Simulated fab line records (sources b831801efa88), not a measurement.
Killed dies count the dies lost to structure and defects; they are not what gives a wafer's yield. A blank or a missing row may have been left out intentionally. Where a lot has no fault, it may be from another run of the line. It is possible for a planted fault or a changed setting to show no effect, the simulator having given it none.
A lot that was struck, set against a sound lot || flow gf180mcu || 43 steps out of a route of 602
Sound: wafers L308.1, L308.2, L308.5. Struck: wafer L311.5 (left out: L311.1, L311.3 of the same lot, which were not struck); the cause appears at the end.
Each step with rows lists, per side, the tool, then ch with its chambers, then its first start. Under that, the readings that differ: sound wafers || struck wafers || difference of the means || sigmas: that difference in standard deviations of wafers without a fault.
alike: readings whose means differ by less than 2 such deviations, and words and numbers that are the same on both sides. not compared: withheld readings, readings that some wafer has no value for, bounds like >300 that may hide the same value, and numbers for which the record gives no deviation and whose values overlap.
A row with sigmas, a row that says differs or no value, or rows on one side alone: a step with any of these is where the two part. Non-overlapping numbers with no deviation appear without sigmas and do not part them. Lack of a reading on every wafer of one side parts them only where that side has two or more wafers.

first, 2 steps without rows for these wafers: GF_NWELL_IMPLANT_08; GF_NWELL_IMPLANT_09.
GF_NWELL_STRIP_10: strips in O2/N2.
  sound on plasma asher-02 ch 0,1, day 3 08:47; struck on plasma asher-01 ch 0, day 3 23:38
{"reading": "strip time to endpoint s (s)", "sound": "36.80 36.78 36.84", "struck": 37.09, "difference": "+0.28", "sigmas": "+3"}
  alike: drypump motor current A, heater power w, oes product au
  not compared: rf hours counter h
GF_NWELL_TW_MEAS_11:
  sound on film metro-04, day 3 08:53; struck on film metro-01, day 3 23:44
{"reading": "NWELL_TW", "sound": "1606 1605 1609", "struck": 1581, "difference": -26, "sigmas": -3}
then, 7 steps without rows for these wafers: GF_LVPWELL_DEHYDRATE_00 (time 60 s); GF_LVPWELL_HMDS_01 (prime time 60 s); GF_LVPWELL_COAT_02 (resist thk 3000 nm); GF_LVPWELL_SOFTBAKE_03; GF_LVPWELL_EXPOSE_04 (exposes mask LVPWELL, target cd 600 nm); GF_LVPWELL_PEB_05; GF_LVPWELL_DEVELOP_06 (develop time 60 s).
GF_LVPWELL_OVL_MEAS_07:
  sound on overlay-01, day 3 21:20; struck on overlay-02, day 4 13:20
  alike: LVPWELL_OVL
GF_LVPWELL_IMPLANT_08:
  sound on implanter-02 ch 0, day 3 21:23; struck on implanter-04 ch 0, day 4 13:23
  alike: dose ions cm2
following that, these wafers have no rows for 1 step: GF_LVPWELL_IMPLANT_09.
GF_LVPWELL_STRIP_10: strips in O2/N2.
  sound on plasma asher-01 ch 0,1, day 3 21:41; struck on plasma asher-01 ch 1, day 4 13:41
{"reading": "strip time to endpoint s (s)", "sound": "36.79 36.71 36.76", "struck": 37.00, "difference": "+0.25", "sigmas": "+2"}
  alike: drypump motor current A, heater power w, oes product au
  not compared: rf hours counter h
GF_LVPWELL_TW_MEAS_11:
  sound on film metro-02, day 3 21:47; struck on film metro-02, day 4 14:01
{"reading": "LVPWELL_TW", "sound": "565.3 565.8 564.8", "struck": 553.6, "difference": -11.7, "sigmas": -4}
  not compared: hold
then, 6 steps without rows for these wafers: GF_MVSD_HMDS_01 (prime time 60 s); GF_MVSD_COAT_02 (resist thk 3000 nm); GF_MVSD_SOFTBAKE_03; GF_MVSD_EXPOSE_04 (exposes mask MVSD, target cd 1000 nm); GF_MVSD_PEB_05; GF_MVSD_DEVELOP_06 (develop time 60 s).
GF_MVSD_OVL_MEAS_07:
  sound on overlay-01, day 4 11:23; struck on overlay-02, day 5 03:20
  alike: MVSD_OVL
then, 2 steps without rows for these wafers: GF_MVSD_IMPLANT_08; GF_MVSD_IMPLANT_09.
GF_MVSD_STRIP_10: strips in O2/N2.
  sound on plasma asher-04 ch 0,1, day 4 11:44; struck on plasma asher-03 ch 1, day 5 03:41
{"reading": "strip time to endpoint s (s)", "sound": "36.85 36.95 36.90", "struck": 37.13, "difference": "+0.23", "sigmas": "+2"}
  alike: drypump motor current A, heater power w, oes product au
  not compared: rf hours counter h
GF_MVSD_TW_MEAS_11:
  sound on film metro-02, day 4 11:50; struck on film metro-04, day 5 03:47
  alike: MVSD_TW
then, 7 steps without rows for these wafers: GF_MVPSD_DEHYDRATE_00 (time 60 s); GF_MVPSD_HMDS_01 (prime time 60 s); GF_MVPSD_COAT_02 (resist thk 3000 nm); GF_MVPSD_SOFTBAKE_03; GF_MVPSD_EXPOSE_04 (exposes mask MVPSD, target cd 1000 nm); GF_MVPSD_PEB_05; GF_MVPSD_DEVELOP_06 (develop time 60 s).
GF_MVPSD_OVL_MEAS_07:
  sound on overlay-01, day 5 01:25; struck on overlay-02, day 5 17:51
{"reading": "MVPSD_OVL (nm)", "sound": "0.3 1.3 3.9", "struck": -1.6, "difference": -3.4, "sigmas": -2}
then, 2 steps without rows for these wafers: GF_MVPSD_IMPLANT_08; GF_MVPSD_IMPLANT_09.
GF_MVPSD_STRIP_10: strips in O2/N2.
  sound on plasma asher-02 ch 0,1, day 5 01:45; struck on plasma asher-03 ch 0, day 5 18:11
{"reading": "drypump motor current A (A)", "sound": "6.3 6.7 6.3", "struck": 5.3, "difference": -1.1, "sigmas": -2}
  alike: heater power w, oes product au, strip time to endpoint s
  not compared: rf hours counter h
GF_MVPSD_TW_MEAS_11:
  sound on film metro-04, day 5 01:51; struck on film metro-01, day 5 18:17
  alike: MVPSD_TW
then, 2 steps without rows for these wafers: GF_VT_IMPLANT_DEHYDRATE_00 (time 60 s); GF_VT_IMPLANT_HMDS_01 (prime time 60 s).
-- the record jumps here: 3 days lie between the struck wafers' starts before and after --
GF_VT_IMPLANT_RS_MEAS_48: uses a four-point probe to measure.
  sound on film metro-01, day 7 13:38; struck on film metro-04, day 8 09:01
{"reading": "LVPWELL_RS (ohm/sq)", "sound": "1198 1197 1200", "struck": 1238, "difference": "+40", "sigmas": "+12"}
  not compared: hold
-- here the record skips 22 days between the struck wafers' starts before and after, leaving off in module VT_IMPLANT and picking up in module PASSIVATION (first step shown: number 602 of the route) --
GF_PASSIVATION_PROBE_99:
  the record has rows for the struck wafers here (prober-01, day 29 22:56) and none for the sound ones

WHERE THEY PART
First at GF_NWELL_STRIP_10; last, within this record, at GF_PASSIVATION_PROBE_99.

WHY: the cause the simulator had injected
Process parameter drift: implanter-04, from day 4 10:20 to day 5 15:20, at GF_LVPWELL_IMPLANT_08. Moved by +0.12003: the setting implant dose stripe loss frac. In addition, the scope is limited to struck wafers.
